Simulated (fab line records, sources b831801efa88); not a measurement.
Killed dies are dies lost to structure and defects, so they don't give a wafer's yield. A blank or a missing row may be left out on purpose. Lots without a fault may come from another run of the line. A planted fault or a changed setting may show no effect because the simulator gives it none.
Which tool did it? | flow gf180mcu | 6 lots, 18 wafers sampled, at 2 steps of a route of 602

WHAT THE GAUGES READ, wafer by wafer
GF_STI_THK_MEAS_04.
lot  | measured    | on            | STI_CVD_03_THK (nm)
L377 | day 1 23:49 | film_metro-03 | 208.8 209.1 206.9
L379 | day 2 09:34 | film_metro-03 | 211.3 210.0 210.2
L381 | day 2 22:14 | film_metro-01 | 210.2 211.2 210.4
L384 | day 3 10:35 | film_metro-01 | 233.1 230.9 230.6
L387 | day 4 01:34 | film_metro-03 | 205.9 206.1 205.2
L397 | day 6 04:34 | film_metro-01 | 207.4 206.4 206.3

WHICH TOOL RAN EACH LOT (tool, then ch and the chambers of the sampled wafers, then the start)
lot  | GF_STI_CVD_03
L377 | lpcvd-01 ch 1, day 1 21:50
L379 | lpcvd-01 ch 1, day 2 07:34
L381 | lpcvd-01 ch 1, day 2 20:14
L384 | lpcvd-01 ch 0, day 3 08:34
L387 | lpcvd-02 ch 1, day 3 23:34
L397 | lpcvd-02 ch 1, day 6 01:34
- GF_STI_CVD_03: deposits Si3N4 from DCS/NH3, target thk 207.16 nm, time 3551 s.

THE ANSWER, worked out from the rows above alone
Rule: what is usual is taken from the lots themselves. Put in order of their means at a reading, lots are off if they are a third of the lots or fewer, leave a main group of 4 or more, and stand apart from it by a gap of 3 or more times the standard deviation of the main group's means; of several such gaps the widest counts. A main group whose means are all the same, to the digits that the tables above print for the reading, isn't used. A lot without any number at a reading at which 4 lots or more have one is off too. The other lots that the step has rows for count as sound.
Off: L384, at GF_STI_THK_MEAS_04 (STI_CVD_03_THK). The main group: mean 208.4 nm, standard deviation 2.
A tool fits if, at a process step before that reading, it ran every lot that is off, and no sound lot after the first of them. The gauges at GF_STI_THK_MEAS_04 are tried like those tools. One fits: lpcvd-01 at GF_STI_CVD_03. Its last sound lot is L381 (day 2 20:14), its first lot that is off L384 (day 3 08:34): a fault that began between those two fits.

WHAT THE SIMULATOR HAD PUT IN
Process parameter drift: lpcvd-01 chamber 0, from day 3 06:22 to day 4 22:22, at GF_STI_CVD_03. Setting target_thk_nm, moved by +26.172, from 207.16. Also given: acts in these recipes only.
Lots struck among those shown: L384. The rule above found the same.
